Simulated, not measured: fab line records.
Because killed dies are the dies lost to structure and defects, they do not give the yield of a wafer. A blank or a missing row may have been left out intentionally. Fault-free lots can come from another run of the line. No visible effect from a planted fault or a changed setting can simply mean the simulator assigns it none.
One fault through the eyes of 2 desks -- flow sky130 -- what lay behind the numbers comes last; until then each desk has only its own

AT THE METROLOGY DESK
Means of the sampled wafers that have a number, per lot and without regard to the tool the lot ran on: this is what the gauges read. If a lot's mean is further than 4 standard deviations from the usual mean, the lot is out of limits and carries the mark OUT (the distance appears in the brackets).
Columns: A = LOCAL_INTERCONNECT_OVL at SKY_LOCAL_INTERCONNECT_OVL_MEAS_12, usual 3 nm; B = CONTACT_W_RS at SKY_CONTACT_RS_MEAS_25, usual 0.339 ohm/sq; C = CONTACT_W_THK at SKY_CONTACT_THK_MEAS_26, usual 331 nm
lot,first seen here,A,B,C
L514,day 30 10:17,1,0.334,334
L515,day 30 19:59,-5,0.339,327
L516,day 31 13:55,-0,0.347,322
L519,day 32 08:10,-2,0.345,326
L520,day 32 12:40,5,0.343,332
L525,day 33 21:34,7,0.377 (+7.6) OUT,302 (-5.1) OUT
L526,day 34 19:16,8,0.362 (+4.7) OUT,309
L530,day 35 21:37,5,0.332,332
L535,day 37 17:37,11,0.337,337
L536,day 38 00:46,4,0.339,336
L537,day 38 08:52,12,0.334,332
This desk's finding: out of limits on L525, L526; first on L525, day 35 02:50 (CONTACT_W_RS at SKY_CONTACT_RS_MEAS_25). L514, L515, L516, L519, L520, L530, L535, L536, L537 stayed within limits.

TOOL OWNER'S DESK, cvdW-01
The tool's own readings at SKY_CONTACT_CVD_24 (deposits W, target thk 340 nm, time 102.12 s): means of the sampled wafers that have a number, for each lot that ran on this tool. If a lot's mean is further than 4 standard deviations from the usual mean, the lot is out of limits and carries the mark OUT (the distance appears in the brackets).
Columns: A = chamberPressureTorr at SKY_CONTACT_CVD_24, usual 39.99 Torr; B = heaterPowerW at SKY_CONTACT_CVD_24, usual 809 W
lot,first seen here,A,B
L516,day 32 19:46,39.93,879
L519,day 33 14:31,39.98,823
L520,day 33 17:42,39.86,830
L525,day 35 02:43,33.05 (-77) OUT,868
L526,day 35 23:14,35.49 (-50) OUT,839
This desk's verdict: out of limits on L525, L526, starting with L525 at day 35 02:43 (chamberPressureTorr at SKY_CONTACT_CVD_24). L516, L519, L520 stayed within limits.

BROUGHT TOGETHER
The tool owner's desk had the chance to raise an alarm at day 35 02:43 on L525, L526.
An alarm was possible from the metrology desk at day 35 02:50, on L525, L526.
Of the lots named, all ran SKY_CONTACT_CVD_24 on cvdW-01.

WHAT WAS PUT IN BY THE SIMULATOR
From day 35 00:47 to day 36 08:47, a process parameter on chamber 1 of cvdW-01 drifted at SKY_CONTACT_CVD_24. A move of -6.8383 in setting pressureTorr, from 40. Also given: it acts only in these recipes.
Shown lots that were struck: L525, L526.
Hours from the fault's start to each desk's first reading out of limits: the tool owner's desk, 2; the metrology desk, 2.
